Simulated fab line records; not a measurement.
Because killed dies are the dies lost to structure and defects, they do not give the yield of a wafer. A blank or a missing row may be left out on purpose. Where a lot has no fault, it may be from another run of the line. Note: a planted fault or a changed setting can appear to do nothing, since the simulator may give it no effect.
Which of the tools did it? + flow gf180mcu + 36 wafers from 12 lots sampled at 6 of the route's 602 steps

## WHAT EACH GAUGE READ, for each wafer
GF_CONTACT_RS_MEAS_25: the measuring method here is four-point-probe.
| lot  | measured     | on            | CONTACT_W_RS (ohm/sq) |
|------|--------------|---------------|-----------------------|
| L517 | day 16 20:29 | film metro-02 | 0.388 0.394 0.390     |
| L516 | day 16 22:03 | film metro-03 | 0.380 0.381 0.381     |
| L521 | day 18 16:37 | film metro-03 | 0.390 0.387 0.387     |
| L522 | day 18 19:57 | film metro-04 | 0.387 0.388 0.385     |
| L523 | day 18 20:52 | film metro-02 | 0.380 0.384 0.383     |
| L524 | day 19 01:31 | film metro-04 | 0.386 0.384 0.380     |
| L527 | day 20 14:04 | film metro-04 | 0.383 0.381 0.382     |
| L528 | day 20 16:17 | film metro-03 | 0.389 0.386 0.379     |
| L532 | day 22 02:14 | film metro-03 | 0.390 0.385 0.382     |
| L533 | day 22 13:04 | film metro-03 | 0.382 0.382 0.382     |
| L535 | day 23 02:00 | film metro-04 | 0.389 0.389 0.390     |
| L534 | day 23 02:52 | film metro-03 | 0.388 0.391 0.384     |

GF_M1_RS_MEAS_05: the measuring method here is four-point-probe.
| lot  | measured     | on            | M1_ALCU_RS (ohm/sq)  |
|------|--------------|---------------|----------------------|
| L517 | day 16 21:11 | film metro-01 | 0.0695 0.0692 0.0701 |
| L516 | day 16 22:45 | film metro-01 | 0.0703 0.0697 0.0698 |
| L521 | day 18 17:20 | film metro-03 | 0.0688 0.0692 0.0692 |
| L522 | day 18 20:50 | film metro-03 | 0.0703 0.0704 0.0708 |
| L523 | day 18 21:34 | film metro-01 | 0.0711 0.0704 0.0702 |
| L524 | day 19 02:13 | film metro-03 | 0.0696 0.0698 0.0689 |
| L527 | day 20 14:46 | film metro-01 | 7.1983 7.1121 7.1597 |
| L528 | day 20 16:59 | film metro-02 | 7.1747 7.1416 7.1501 |
| L532 | day 22 02:56 | film metro-02 | 0.0697 0.0694 0.0698 |
| L533 | day 22 13:46 | film metro-02 | 0.0699 0.0702 0.0698 |
| L535 | day 23 02:42 | film metro-02 | 0.0699 0.0691 0.0696 |
| L534 | day 23 03:34 | film metro-01 | 0.0693 0.0685 0.0693 |

GF_M1_THK_MEAS_06: measures by xrf.
| lot  | measured     | on            | M1_ALCU_THK (nm) |
|------|--------------|---------------|------------------|
| L517 | day 16 21:17 | film metro-01 | 453 456 447      |
| L516 | day 16 22:52 | film metro-01 | 448 452 452      |
| L521 | day 18 17:26 | film metro-03 | 455 455 456      |
| L522 | day 18 20:58 | film metro-03 | 449 447 446      |
| L523 | day 18 21:41 | film metro-01 | 443 449 449      |
| L524 | day 19 02:19 | film metro-03 | 450 450 456      |
| L527 | day 20 14:53 | film metro-01 | <0 <0 <0         |
| L528 | day 20 17:06 | film metro-02 | <0 <0 <0         |
| L532 | day 22 03:03 | film metro-02 | 453 459 454      |
| L533 | day 22 13:53 | film metro-02 | 455 451 456      |
| L535 | day 23 02:49 | film metro-02 | 456 460 454      |
| L534 | day 23 03:41 | film metro-01 | 459 461 458      |

GF_M1_CD_MEAS_14 targets a cd of 230 nm.
| lot  | measured     | on        | cd nm (nm)        |
|------|--------------|-----------|-------------------|
| L517 | day 17 19:38 | cd sem-01 | 230.9 231.3 230.8 |
| L516 | day 17 21:10 | cd sem-02 | 226.7 227.4 228.0 |
| L521 | day 19 16:58 | cd sem-01 | 229.1 227.6 228.5 |
| L522 | day 19 20:11 | cd sem-01 | 228.5 229.6 228.6 |
| L523 | day 19 21:25 | cd sem-02 | 229.9 230.7 229.9 |
| L524 | day 20 00:22 | cd sem-02 | 231.2 231.1 232.1 |
| L527 | day 21 15:35 | cd sem-02 | 230.6 230.7 230.7 |
| L528 | day 21 17:13 | cd sem-02 | 230.0 229.9 229.2 |
| L532 | day 23 03:25 | cd sem-01 | 229.1 228.4 229.2 |
| L533 | day 23 12:47 | cd sem-01 | 232.5 232.1 231.5 |
| L535 | day 24 01:23 | cd sem-02 | 229.3 229.8 228.9 |
| L534 | day 24 03:00 | cd sem-01 | 229.7 229.1 229.0 |

## TOOL THAT RAN EACH LOT (tool first, then ch and the chambers of the sampled wafers, then the start)
| lot  | GF_CONTACT_CVD_24             | GF_M1_SPUTTER_02             |
|------|-------------------------------|------------------------------|
| L517 | cvd w-02 ch 1, day 16 20:22   | pvd sputter-04, day 16 21:04 |
| L516 | cvd w-01 ch 0, day 16 21:49   | pvd sputter-01, day 16 22:38 |
| L521 | cvd w-01 ch 0,1, day 18 16:29 | pvd sputter-01, day 18 17:13 |
| L522 | cvd w-02 ch 0,1, day 18 19:47 | pvd sputter-03, day 18 20:45 |
| L523 | cvd w-01 ch 0,1, day 18 20:46 | pvd sputter-01, day 18 21:29 |
| L524 | cvd w-01 ch 0,1, day 19 01:23 | pvd sputter-03, day 19 02:06 |
| L527 | cvd w-01 ch 0,1, day 20 13:58 | pvd sputter-01, day 20 14:41 |
| L528 | cvd w-01 ch 0,1, day 20 16:10 | pvd sputter-01, day 20 16:53 |
| L532 | cvd w-01 ch 0,1, day 22 02:07 | pvd sputter-03, day 22 02:50 |
| L533 | cvd w-01 ch 0,1, day 22 12:58 | pvd sputter-04, day 22 13:40 |
| L535 | cvd w-02 ch 0,1, day 23 01:54 | pvd sputter-01, day 23 02:37 |
| L534 | cvd w-02 ch 0,1, day 23 02:46 | pvd sputter-03, day 23 03:29 |
- GF_CONTACT_CVD_24: deposits W, target thk 300 nm, time 90.339 s.
- GF_M1_SPUTTER_02: material AlCu, target thk 450 nm, time 23.9 s.

## AS READ BY THE TOOLS THEMSELVES (means over the sampled wafers that have a number; for cases with no such wafer, the mark the record gives instead)
GF_CONTACT_CVD_24.
| lot  | tool     | heater power w (W) |
|------|----------|--------------------|
| L517 | cvd w-02 | 810                |
| L516 | cvd w-01 | 783                |
| L521 | cvd w-01 | 842                |
| L522 | cvd w-02 | 809                |
| L523 | cvd w-01 | 859                |
| L524 | cvd w-01 | 854                |
| L527 | cvd w-01 | 793                |
| L528 | cvd w-01 | 793                |
| L532 | cvd w-01 | 791                |
| L533 | cvd w-01 | 787                |
| L535 | cvd w-02 | 831                |
| L534 | cvd w-02 | 810                |

GF_M1_SPUTTER_02.
| lot  | tool           | cathode dc power W (W) | chamber pressure pa (Pa) | throttle valve pct (%) |
|------|----------------|------------------------|--------------------------|------------------------|
| L517 | pvd sputter-04 | 10601                  | 0.4010                   | 30.2                   |
| L516 | pvd sputter-01 | 10598                  | 0.4005                   | 30.3                   |
| L521 | pvd sputter-01 | 10598                  | 0.4005                   | 30.6                   |
| L522 | pvd sputter-03 | 10600                  | 0.3999                   | 30.6                   |
| L523 | pvd sputter-01 | 10602                  | 0.4000                   | 30.5                   |
| L524 | pvd sputter-03 | 10601                  | 0.4000                   | 30.8                   |
| L527 | pvd sputter-01 | -                      | -                        | -                      |
| L528 | pvd sputter-01 | -                      | -                        | -                      |
| L532 | pvd sputter-03 | 10600                  | 0.4001                   | 30.7                   |
| L533 | pvd sputter-04 | 10599                  | 0.3994                   | 29.9                   |
| L535 | pvd sputter-01 | 10601                  | 0.3998                   | 31.0                   |
| L534 | pvd sputter-03 | 10600                  | 0.4003                   | 30.6                   |

## THE ANSWER, worked out from the rows above alone
Rule: what is usual is taken from the lots themselves. The widest of any qualifying gaps counts: lots, ordered by their means at a reading, are off when they make up no more than a third of the lots, leave a main group of 4 or more, and stand apart from it by 3 or more times the standard deviation of that group's means. A main group is skipped when, at the precision printed for the reading in the tables above, its means are all equal. A lot without any number at a reading at which 4 lots or more have one is off too. Where the step has rows for the other lots, those lots are counted as sound. The gauges are gone through in route order, then the tools' own readings, and for those a lot's mean is taken as printed above. The first step at which some lot is off is used, and at that step the reading that is off furthest; a lot without a number counts as furthest.
Off: L527, L528, at GF_M1_RS_MEAS_05 (M1_ALCU_RS). For the main group the mean is 0.0697 ohm/sq and the standard deviation 0.0005.
If a tool, at a process step before that reading, ran all the lots that are off and no sound lot after the first of them, it fits. The gauges at GF_M1_RS_MEAS_05 aren't tried: what is off there is off at GF_M1_SPUTTER_02 too, on other tools, and a gauge's error can't cause that. None of those tried fits.

## WHAT WAS PUT IN BY THE SIMULATOR
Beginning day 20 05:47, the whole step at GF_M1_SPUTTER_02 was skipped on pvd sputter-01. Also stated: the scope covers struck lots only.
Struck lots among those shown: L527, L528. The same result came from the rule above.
